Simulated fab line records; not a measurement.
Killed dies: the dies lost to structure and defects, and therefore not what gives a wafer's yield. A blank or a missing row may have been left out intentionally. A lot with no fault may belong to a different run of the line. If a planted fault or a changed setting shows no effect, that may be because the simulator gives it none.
Problem report in the 8D (eight disciplines) form, filled by code || flow sky130 || the parts of the form that need people (team, actions taken, sign-off) are left out

== 1. PROBLEM STATEMENT ==
Mean of spinSpeedRpm at SKY_METAL3_COAT_08: 2882.4 rpm across 6 wafers in 2 lots; on wafers with no fault it is 3000.0 rpm (standard deviation 2.1). Measured from the usual mean, that is -56 standard deviations.
The step: resist thk 1154 nm.
First seen on wafer L394.1, day 41 17:00, on lithoTrack-03. Wafers with a number at this step in the record: 33, from 11 lots. By rule, "out" or "out of limits" means more than 4 standard deviations away from the usual mean. Any other wafer with a number is counted as sound.

== 2. WHAT IT IS, WHAT IT ISN'T ==
{"question": "which readings at this step", "is": "spinSpeedRpm", "is not": "exhaustPa"}
{"question": "which lots", "is": "L394, L397", "is not": "L384, L385, L387, L391, L393, L395, L398, L400, L402"}
{"question": "which wafers of those lots", "is": "all that have a number", "is not": "-"}
{"question": "read on which tools", "is": "lithoTrack-03", "is not": "lithoTrack-01, lithoTrack-02"}
{"question": "when", "is": "from day 41 17:00", "is not": "up to then (12 sound wafers); but 15 sound wafers of L393, L395, L398, L400, L402 came after"}

== 3. WHAT RULES OUT EACH SUSPECT ==
Counting: a tool at any process step up to the reading remains a suspect when it ran all the lots that are out and ran no sound lot after the first of those.
- lithoTrack-03 at SKY_METAL3_COAT_08 (resist thk 1154 nm): kept. Every lot that is out went through it, starting with L394 (day 41 17:00), and after that it ran no sound lot; the last sound lot it ran before then is L387 (day 39 17:00). Its own spinSpeedRpm readings are out on those wafers.
Remaining after the count: lithoTrack-03 at SKY_METAL3_COAT_08.

== 4. THE CAUSE (what the simulator had put in) ==
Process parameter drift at SKY_METAL3_COAT_08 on lithoTrack-03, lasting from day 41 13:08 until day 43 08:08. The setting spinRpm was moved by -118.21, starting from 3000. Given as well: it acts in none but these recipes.
This tool alone remained once counting was done.

== 5. SEQUENCE OF EFFECTS, ordered by route ==
Each row: a reading where the mean over the struck wafers with a number is more than 3 standard deviations away from the usual. Readings are gone through only where the record gives a usual standard deviation; hours: the median, over the lots, of the time from a lot's start at the first step in this table giving one to that lot's start at this step; sigmas: the change measured in usual standard deviations.
{"hours": 0, "step": "SKY_METAL3_COAT_08", "reading": "spinSpeedRpm", "usual": "3000.0 rpm", "on struck wafers": 2882.4, "change": -117.6, "sigmas": -56}
{"hours": 12, "step": "SKY_METAL3_STRIP_19", "reading": "stripTimeToEndpointS", "usual": "6.73 s", "on struck wafers": 7.02, "change": "+0.29", "sigmas": "+4.2"}
Here are the process steps it includes:
- SKY_METAL3_COAT_08: resist thk 1154 nm.
- SKY_METAL3_STRIP_19: strips in O2/N2.

== 6. HOW IT WOULD HAVE BEEN CAUGHT EARLIER ==
The fault began at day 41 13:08; the first out-of-limits reading in this record came at day 41 17:00, 4 hours later.
